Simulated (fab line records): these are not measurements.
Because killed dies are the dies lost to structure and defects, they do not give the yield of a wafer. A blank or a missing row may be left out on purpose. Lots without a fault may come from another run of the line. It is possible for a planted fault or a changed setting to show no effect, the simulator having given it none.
Which tool did it? | flow gf180mcu | 36 wafers from 12 lots sampled at 5 of the route's 602 steps

## WHAT THE GAUGES SHOWED, per wafer
GF_VT_IMPLANT_RS_MEAS_49: measures by four-point-probe.
lot  | measured     | on           | MVPSD_RS (ohm/sq)
L961 | day 7 17:08  | filmMetro-02 | 1164.1 1167.7 1168.3
L962 | day 7 22:21  | filmMetro-01 | 1162.6 1164.3 1165.7
L963 | day 8 04:37  | filmMetro-02 | 1169.3 1165.5 1164.9
L964 | day 8 10:09  | filmMetro-04 | 1162.6 1167.2 1166.3
L965 | day 8 15:08  | filmMetro-01 | 1166.2 1165.8 1167.5
L973 | day 10 23:18 | filmMetro-02 | 1173.0 1173.3 1175.9
L974 | day 11 06:20 | filmMetro-02 | 1178.3 1181.3 1180.8
L977 | day 12 02:49 | filmMetro-02 | 1165.5 1167.8 1168.6
L980 | day 13 01:44 | filmMetro-01 | 1163.0 1160.8 1169.7
L981 | day 13 07:52 | filmMetro-01 | 1164.6 1165.0 1166.7
L982 | day 13 12:37 | filmMetro-02 | 1170.0 1165.7 1162.5
L984 | day 14 02:47 | filmMetro-02 | 1167.2 1169.7 1169.8

GF_V1_RS_MEAS_24: measures by four-point-probe.
lot  | measured     | on           | V1_W_RS (ohm/sq)
L961 | day 18 11:38 | filmMetro-03 | 0.334 0.332 0.328
L962 | day 18 16:31 | filmMetro-04 | 0.330 0.329 0.329
L963 | day 18 23:55 | filmMetro-01 | 0.325 0.327 0.330
L964 | day 19 10:10 | filmMetro-03 | 0.331 0.331 0.333
L965 | day 19 16:56 | filmMetro-03 | 0.325 0.326 0.324
L973 | day 22 20:37 | filmMetro-01 | 0.325 0.329 0.322
L974 | day 23 04:17 | filmMetro-03 | 0.329 0.327 0.326
L977 | day 24 03:22 | filmMetro-04 | 0.329 0.335 0.331
L980 | day 25 05:56 | filmMetro-04 | 0.331 0.328 0.335
L981 | day 25 13:53 | filmMetro-03 | 0.335 0.332 0.333
L982 | day 25 23:05 | filmMetro-03 | 0.335 0.332 0.333
L984 | day 26 10:10 | filmMetro-01 | 0.327 0.323 0.326

GF_V2_CD_MEAS_14: target cd 260 nm.
lot  | measured     | on       | cdNm (nm)
L961 | day 20 14:26 | cdSem-01 | 259.7 260.4 260.5
L962 | day 20 19:39 | cdSem-01 | 259.4 260.4 259.7
L963 | day 21 02:52 | cdSem-01 | 260.6 261.6 260.8
L964 | day 21 12:55 | cdSem-01 | 260.7 260.9 260.0
L965 | day 21 19:38 | cdSem-01 | 259.4 259.1 259.2
L973 | day 24 19:33 | cdSem-02 | 261.7 261.8 260.4
L974 | day 25 03:52 | cdSem-01 | 262.0 261.2 261.8
L977 | day 26 00:55 | cdSem-02 | 259.1 260.1 260.3
L980 | day 27 02:16 | cdSem-02 | 259.4 260.3 262.0
L981 | day 27 09:12 | cdSem-01 | 257.1 257.2 256.3
L982 | day 27 17:25 | cdSem-02 | 258.8 258.8 258.6
L984 | day 28 05:06 | cdSem-02 | 261.3 262.1 262.8

GF_V2_OVL_MEAS_15.
lot  | measured     | on         | V2_OVL (nm)
L961 | day 20 14:34 | overlay-01 | -8 -8 -4
L962 | day 20 19:46 | overlay-02 | -10 -8 -9
L963 | day 21 02:59 | overlay-01 | -12 -16 -12
L964 | day 21 13:02 | overlay-01 | -8 -10 -8
L965 | day 21 19:46 | overlay-02 | -3 -2 8
L973 | day 24 19:40 | overlay-01 | -1 -5 -3
L974 | day 25 03:58 | overlay-02 | -8 -6 -10
L977 | day 26 01:01 | overlay-02 | -3 -6 -5
L980 | day 27 02:23 | overlay-01 | -1 7 -9
L981 | day 27 09:19 | overlay-02 | -3 -2 -2
L982 | day 27 17:29 | overlay-01 | -6 -11 -6
L984 | day 28 05:13 | overlay-01 | 2 -4 -3

## WHICH TOOL RAN EACH LOT (tool, then ch and the chambers of the sampled wafers, then the start)
lot  | GF_MVPSD_IMPLANT_09
L961 | implanter-04 ch 0, day 5 04:18
L962 | implanter-03 ch 0, day 5 10:11
L963 | implanter-03 ch 0, day 5 13:37
L964 | implanter-01 ch 0, day 5 18:16
L965 | implanter-03 ch 0, day 6 00:09
L973 | implanter-03 ch 0, day 8 00:03
L974 | implanter-03 ch 0, day 8 06:55
L977 | implanter-01 ch 0, day 9 00:45
L980 | implanter-04 ch 0, day 9 20:06
L981 | implanter-01 ch 0, day 10 02:32
L982 | implanter-04 ch 0, day 10 05:52
L984 | implanter-03 ch 0, day 10 19:53
- GF_MVPSD_IMPLANT_09

## WHAT THE TOOLS THEMSELVES READ (means of the sampled wafers that have a number; where no wafer has one, the mark that the record gives instead)
GF_MVPSD_IMPLANT_09.
lot  | tool         | endStationPressureTorr (Torr)
L961 | implanter-04 | 5.42e-06
L962 | implanter-03 | 4.71e-06
L963 | implanter-03 | 5.11e-06
L964 | implanter-01 | 5.20e-06
L965 | implanter-03 | 4.88e-06
L973 | implanter-03 | 4.94e-06
L974 | implanter-03 | 5.00e-06
L977 | implanter-01 | 5.10e-06
L980 | implanter-04 | 5.06e-06
L981 | implanter-01 | 4.88e-06
L982 | implanter-04 | 4.96e-06
L984 | implanter-03 | 4.93e-06

## THE ANSWER, worked out from the rows above alone
Rule: what is usual is taken from the lots themselves. Put in order of their means at a reading, lots are off if they are a third of the lots or fewer, leave a main group of 4 or more, and stand apart from it by a gap of 3 or more times the standard deviation of the main group's means; of several such gaps the widest counts. A main group whose means are all the same, to the digits that the tables above print for the reading, isn't used. Also off: a lot with no number at a reading for which 4 or more lots have one. Any other lot the step has rows for is counted as sound. First the gauges in route order, then the tools' own readings, where a lot's mean is used as printed above. At the first step where some lot is off, the reading lying furthest off is the one used; lots without a number count as furthest.
Off: L973, L974, at GF_VT_IMPLANT_RS_MEAS_49 (MVPSD_RS). The main group: mean 1166.2 ohm/sq, standard deviation 1.3.
A tool fits if, at a process step before that reading, it ran every lot that is off, and no sound lot after the first of them. Gauges at GF_VT_IMPLANT_RS_MEAS_49: tried the same way as those tools. Not one of the candidates tried fits.

## WHAT THE SIMULATOR HAD INSERTED
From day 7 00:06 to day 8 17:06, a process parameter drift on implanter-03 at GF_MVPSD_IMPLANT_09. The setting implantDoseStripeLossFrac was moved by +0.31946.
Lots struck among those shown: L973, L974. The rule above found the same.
